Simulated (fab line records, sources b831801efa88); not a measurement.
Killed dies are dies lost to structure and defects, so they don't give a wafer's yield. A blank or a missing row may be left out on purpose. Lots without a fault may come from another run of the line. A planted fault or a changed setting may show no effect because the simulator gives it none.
fab line records | flow sky130
record lots=14 wafers=42 last_day=50
route steps=708 shown RES_PROTECT@212 LI_CONTACT@384 LOCAL_INTERCONNECT@388
lots that met no fault: from a run of the same line without faults
start_h: hours from the record's first day to the start of the lot's first wafer shown | wait_h: hours since the lot's step before | " the same as in the row above | L1.1+2: a row that stands for several wafers | - no value, or no start given | * or withheld: withheld | < > ~ a bound
route shown NAME@n: a module of which the file shows steps, and the number in the route of the first | usual: mean/standard deviation of fault-free wafers | same: alike in all rows | chamber/n: place in a boat | sites: the reading at each site | _std_site: their standard deviation | _edge_site: outer sites' mean less inner sites' | radius_mm: how far each site lies from the wafer's centre | mask NAME#n: copy n | behind: the tool/chamber that last shaped the wafer | hold: why the lot was held/for how many hours/how that ended | device: the transistor (n, p or np) that didn't switch | end of line: the same wafers' tests at the end of the route | a step without rows: its recipe alone | killed: dies lost to structure and defects at the first sort, not the wafer's yield | map: a wafer's dies, x killed, . not, _ none there
set.NAME: the setting as run; set.NAME@STEP: as run at that earlier step | model.NAME: the simulator's own value behind a step, which no gauge read
steps of the route over a sample of lots; a table a step, a row a wafer
services: from which hour (start_h, from the record's first day; less than 0 if before it) a tool's chamber was out of use, for how many hours, and why
## steps
# step SKY_RES_PROTECT_DEVELOP_06
# recipe resist=NOVOLAK developer=TMAH develop_time_s=60 dev_temp_c=22.27
# columns lot.wafer tool chamber start_h wait_h
L101.2+3+4 litho_track-01 0 336.99 0.1
L103.1+2+6 litho_track-02 0 351.05 0.1
L108.1+3+4 litho_track-02 0 413.05 0.1
L107.1+3+4 litho_track-02 0 414.75 0.1
L112.4+5+6 litho_track-01 0 441.29 0.1
L113.1+2+6 litho_track-02 0 444.75 0.1
L114.2+4+5 litho_track-01 0 449.24 0.1
L116.2+5+6 litho_track-01 0 497.19 0.1
L119.3+4+5 litho_track-02 0 509.15 0.1
L117.1+5+6 litho_track-02 0 509.40 0.1
L120.2+3+4 litho_track-01 0 526.24 0.1
L122.3+4+5 litho_track-04 0 539.17 0.1
L123.1+3+5 litho_track-01 0 540.26 0.1
L124.1+2+3 litho_track-04 0 550.32 0.1
# step SKY_RES_PROTECT_TW_MEAS_08
# usual POLY_GATE_TW=4034/18
# columns lot.wafer tool chamber start_h wait_h POLY_GATE_TW
L101.2 film_metro-01 - 337.37 0.1 4061
L101.3 " - " " 4057
L101.4 " - " " 4054
L103.1 film_metro-01 - 351.45 0.1 4040
L103.2 " - " " 4037
L103.6 " - " " 4024
L108.1 film_metro-02 - 413.45 0.1 4043
L108.3 " - " " 4033
L108.4 " - " " 4040
L107.1 film_metro-02 - 415.15 0.1 30
L107.3 " - " " 30
L107.4 " - " " 30
L112.4 film_metro-02 - 441.64 0.1 4022
L112.5 " - " " 4041
L112.6 " - " " 4054
L113.1 film_metro-01 - 445.15 0.1 30
L113.2 " - " " 30
L113.6 " - " " 30
L114.2 film_metro-01 - 449.62 0.1 3975
L114.4 " - " " 3995
L114.5 " - " " 3997
L116.2 film_metro-01 - 497.57 0.1 4005
L116.5 " - " " 4008
L116.6 " - " " 4011
L119.3 film_metro-01 - 509.52 0.1 4025
L119.4 " - " " 4031
L119.5 " - " " 4037
L117.1 film_metro-04 - 509.80 0.1 4025
L117.5 " - " " 4027
L117.6 " - " " 4037
L120.2 film_metro-01 - 526.62 0.1 4049
L120.3 " - " " 4033
L120.4 " - " " 4031
L122.3 film_metro-01 - 539.54 0.1 4033
L122.4 " - " " 4043
L122.5 " - " " 4040
L123.1 film_metro-04 - 540.66 0.1 4034
L123.3 " - " " 4043
L123.5 " - " " 4047
L124.1 film_metro-01 - 550.72 0.1 4047
L124.2 " - " " 4032
L124.3 " - " " 4021
# step SKY_LI_CONTACT_RS_MEAS_22
# recipe thk_meas_gauge=four-point-probe reads=W_of_LI_CONTACT_CVD_21+TiN_of_LI_CONTACT_SPUTTER_20+Ti_of_LI_CONTACT_SPUTTER_19
# usual LI_CONTACT_W_RS=0.297/0.0041
# columns lot.wafer tool chamber start_h wait_h LI_CONTACT_W_RS[ohm/sq]
L101.2 film_metro-04 - 670.78 0.1 0.294
L101.3 " - " " 0.295
L101.4 " - " " 0.294
L103.1 film_metro-04 - 687.40 0.1 0.292
L103.2 " - " " 0.292
L103.6 " - " " 0.295
L107.1 film_metro-02 - 747.46 0.1 0.294
L107.3 " - " " 0.297
L107.4 " - " " 0.292
L108.1 film_metro-04 - 747.81 0.1 0.304
L108.3 " - " " 0.305
L108.4 " - " " 0.304
L113.1 film_metro-02 - 771.20 0.1 0.301
L113.2 " - " " 0.307
L113.6 " - " " 0.304
L112.4 film_metro-04 - 777.30 0.1 0.300
L112.5 " - " " 0.301
L112.6 " - " " 0.299
L114.2 film_metro-02 - 780.82 0.1 0.301
L114.4 " - " " 0.302
L114.5 " - " " 0.303
L116.2 film_metro-03 - 821.03 0.1 0.299
L116.5 " - " " 0.300
L116.6 " - " " 0.303
L119.3 film_metro-03 - 833.13 0.1 0.296
L119.4 " - " " 0.298
L119.5 " - " " 0.300
L117.1 film_metro-03 - 833.92 0.1 0.290
L117.5 " - " " 0.294
L117.6 " - " " 0.291
L120.2 film_metro-02 - 844.81 0.1 0.299
L120.3 " - " " 0.296
L120.4 " - " " 0.298
L122.3 film_metro-03 - 857.68 0.1 0.295
L122.4 " - " " 0.298
L122.5 " - " " 0.298
L123.1 film_metro-04 - 858.35 0.1 0.297
L123.3 " - " " 0.298
L123.5 " - " " 0.295
L124.1 film_metro-02 - 878.55 0.1 0.297
L124.2 " - " " 0.298
L124.3 " - " " 0.299
# step SKY_LOCAL_INTERCONNECT_RS_MEAS_01
# recipe thk_meas_gauge=four-point-probe reads=TiN_of_LOCAL_INTERCONNECT_SPUTTER_00
# usual LOCAL_INTERCONNECT_TIN_RS=14.17/0.17
# columns lot.wafer tool chamber start_h wait_h LOCAL_INTERCONNECT_TIN_RS[ohm/sq]
L101.2 film_metro-01 - 671.33 0.1 14.50
L101.3 " - " " 14.43
L101.4 " - " " 14.49
L103.1 film_metro-01 - 687.94 0.0 14.07
L103.2 " - " " 13.96
L103.6 " - " " 13.98
L107.1 film_metro-01 - 748.01 0.0 14.36
L107.3 " - " " 14.41
L107.4 " - " " 14.23
L108.1 film_metro-01 - 748.35 0.0 14.37
L108.3 " - " " 14.38
L108.4 " - " " 14.52
L113.1 film_metro-04 - 771.75 0.0 14.11
L113.2 " - " " 14.27
L113.6 " - " " 14.20
L112.4 film_metro-01 - 777.84 0.1 14.33
L112.5 " - " " 14.21
L112.6 " - " " 14.21
L114.2 film_metro-01 - 781.36 0.1 14.06
L114.4 " - " " 14.09
L114.5 " - " " 14.12
L116.2 film_metro-01 - 821.58 0.1 14.33
L116.5 " - " " 14.19
L116.6 " - " " 14.21
L119.3 film_metro-01 - 833.67 0.1 13.96
L119.4 " - " " 13.98
L119.5 " - " " 13.97
L117.1 film_metro-01 - 834.48 0.0 14.00
L117.5 " - " " 13.96
L117.6 " - " " 13.93
L120.2 film_metro-01 - 845.35 0.1 14.28
L120.3 " - " " 14.19
L120.4 " - " " 14.09
L122.3 film_metro-01 - 858.22 0.1 14.34
L122.4 " - " " 14.35
L122.5 " - " " 14.39
L123.1 film_metro-02 - 858.89 0.0 14.36
L123.3 " - " " 14.35
L123.5 " - " " 14.55
L124.1 film_metro-02 - 879.09 0.0 14.08
L124.2 " - " " 13.98
L124.3 " - " " 14.00
# step SKY_LOCAL_INTERCONNECT_OVL_MEAS_12
# usual LOCAL_INTERCONNECT_OVL=-3/5.7
# columns lot.wafer tool chamber start_h wait_h LOCAL_INTERCONNECT_OVL[nm]
L101.2 overlay-02 - 698.07 0.1 -6
L101.3 " - " " 4
L101.4 " - " " -2
L103.1 overlay-02 - 715.44 0.1 -8
L103.2 " - " " -6
L103.6 " - " " -4
L107.1 overlay-02 - 774.53 0.1 1
L107.3 " - " " 2
L107.4 " - " " 1
L108.1 overlay-02 - 775.83 0.1 -5
L108.3 " - " " -11
L108.4 " - " " -7
L113.1 overlay-01 - 798.39 0.1 -1
L113.2 " - " " 1
L113.6 " - " " 0
L112.4 overlay-01 - 804.62 0.1 -1
L112.5 " - " " 0
L112.6 " - " " 3
L114.2 overlay-01 - 807.92 0.1 0
L114.4 " - " " -7
L114.5 " - " " 1
L116.2 overlay-02 - 847.52 0.1 -1
L116.5 " - " " -7
L116.6 " - " " 1
L119.3 overlay-01 - 859.29 0.1 -1
L119.4 " - " " -7
L119.5 " - " " -2
L117.1 overlay-02 - 859.93 0.1 -6
L117.5 " - " " -6
L117.6 " - " " -9
L120.2 overlay-01 - 870.70 0.1 -4
L120.3 " - " " 2
L120.4 " - " " -3
L122.3 overlay-01 - 884.13 0.1 -9
L122.4 " - " " -2
L122.5 " - " " -13
L123.1 overlay-01 - 884.82 0.1 2
L123.3 " - " " -2
L123.5 " - " " -1
L124.1 overlay-02 - 905.17 0.1 6
L124.2 " - " " 9
L124.3 " - " " 3
## services
# columns tool chamber start_h hours kind
litho_track-02 - 435.23 - consumable_replace:filter
## key
first_sign step=SKY_RES_PROTECT_TW_MEAS_08 reading=POLY_GATE_TW direction=down sigmas=99+ usual=4034 struck=30
effect none on later readings
met_at SKY_RES_PROTECT_DEVELOP_06
struck_lots L107,L113
tester_left_out L107,L113
not_acting_at SKY_LI_CONTACT_RS_MEAS_22,SKY_LOCAL_INTERCONNECT_RS_MEAS_01,SKY_LOCAL_INTERCONNECT_OVL_MEAS_12
onset_between 413.05 414.75
fault kind=process_parameter_drift tool=litho_track-02 chamber=- onset_h=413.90 steps=SKY_RES_PROTECT_DEVELOP_06 channel=develop_time_s offset=* shape=step end_h=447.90 acts_in=* stated=*
# tester_left_out: of these lots the tester's yield and bins aren't shown, on N5 and GAA mostly nor the transistor test; their killed dies are dies lost to structure and defects alone, not to doping, threshold or leakage, so they don't give the yield
